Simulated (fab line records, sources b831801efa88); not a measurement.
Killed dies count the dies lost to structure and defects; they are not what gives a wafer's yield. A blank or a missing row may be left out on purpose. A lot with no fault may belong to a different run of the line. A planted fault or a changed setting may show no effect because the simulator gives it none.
Lot-split experiment | flow sfqLine | 23 wafers read across 5 lots, on a route 325 steps long

== SPLIT DETAILS ==
At SFQ_TRILAYER_INCOMING_OXIDATION_002 (target thk 500 nm, ox time 4939 s), the setting tempC was moved away from the recipe's 1000 C on 5 of the 23 wafers read, by +1.6%. The other wafers ran this setting at the recipe's value.

The reading comes from the split's own step.

== THE READING ==
SiO2_of_TRILAYER_INCOMING_OXIDATION_002.thkNm (the simulator's own value, which no gauge read), in nm, at SFQ_TRILAYER_INCOMING_OXIDATION_002 (target thk 500 nm, ox time 4939 s). The file gives no usual value for it. Here, 18 wafers ran the recipe; their average is 498.3 nm with a standard deviation of 6.6 nm.

wafer  | tool, chamber at the split | tempC as run, C | against the recipe | SiO2_of_TRILAYER_INCOMING_OXIDATION_002.thkNm, nm | against lot-mates on the recipe
L074.1 | -, -                       | 1016            | +1.6%              | 557.6                                             | no lot-mate on the recipe
L074.2 | -, -                       | 1016            | +1.6%              | 557.8                                             | no lot-mate on the recipe
L074.3 | -, -                       | 1016            | +1.6%              | 560.2                                             | no lot-mate on the recipe
L074.5 | -, -                       | 1016            | +1.6%              | 557.7                                             | no lot-mate on the recipe
L074.6 | -, -                       | 1016            | +1.6%              | 558.1                                             | no lot-mate on the recipe
L075.1 | -, -                       | 1000            | recipe             | 495.6                                             | -
L075.2 | -, -                       | 1000            | recipe             | 494.8                                             | -
L075.3 | -, -                       | 1000            | recipe             | 489.1                                             | -
L075.5 | -, -                       | 1000            | recipe             | 486.1                                             | -
L075.6 | -, -                       | 1000            | recipe             | 491.6                                             | -
L078.1 | -, -                       | 1000            | recipe             | 501.3                                             | -
L078.2 | -, -                       | 1000            | recipe             | 501                                               | -
L078.3 | -, -                       | 1000            | recipe             | 497.2                                             | -
L078.4 | -, -                       | 1000            | recipe             | 503.7                                             | -
L078.5 | -, -                       | 1000            | recipe             | 492.9                                             | -
L079.2 | furnace-01, 0              | 1000            | recipe             | 507.5                                             | -
L079.4 | furnace-01, 0              | 1000            | recipe             | 507.7                                             | -
L079.6 | furnace-01, 0              | 1000            | recipe             | 513                                               | -
L082.2 | -, -                       | 1000            | recipe             | 497.4                                             | -
L082.3 | -, -                       | 1000            | recipe             | 495.6                                             | -
L082.4 | -, -                       | 1000            | recipe             | 498.6                                             | -
L082.5 | -, -                       | 1000            | recipe             | 501.6                                             | -
L082.6 | -, -                       | 1000            | recipe             | 495.5                                             | -

FIT RESULTS
A straight line over all 23 wafers: SiO2_of_TRILAYER_INCOMING_OXIDATION_002.thkNm changes by +37.5 nm for each +1% of tempC; r = +0.97; the points scatter about the line by 6.2 nm.
Too few moved wafers with a lot-mate on the recipe to fit a line net of each lot's own level.

== THE FILE'S OWN FIT ==
SiO2_of_TRILAYER_INCOMING_OXIDATION_002.thkNm changes by +37.5 nm for each +1% of tempC, r = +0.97.
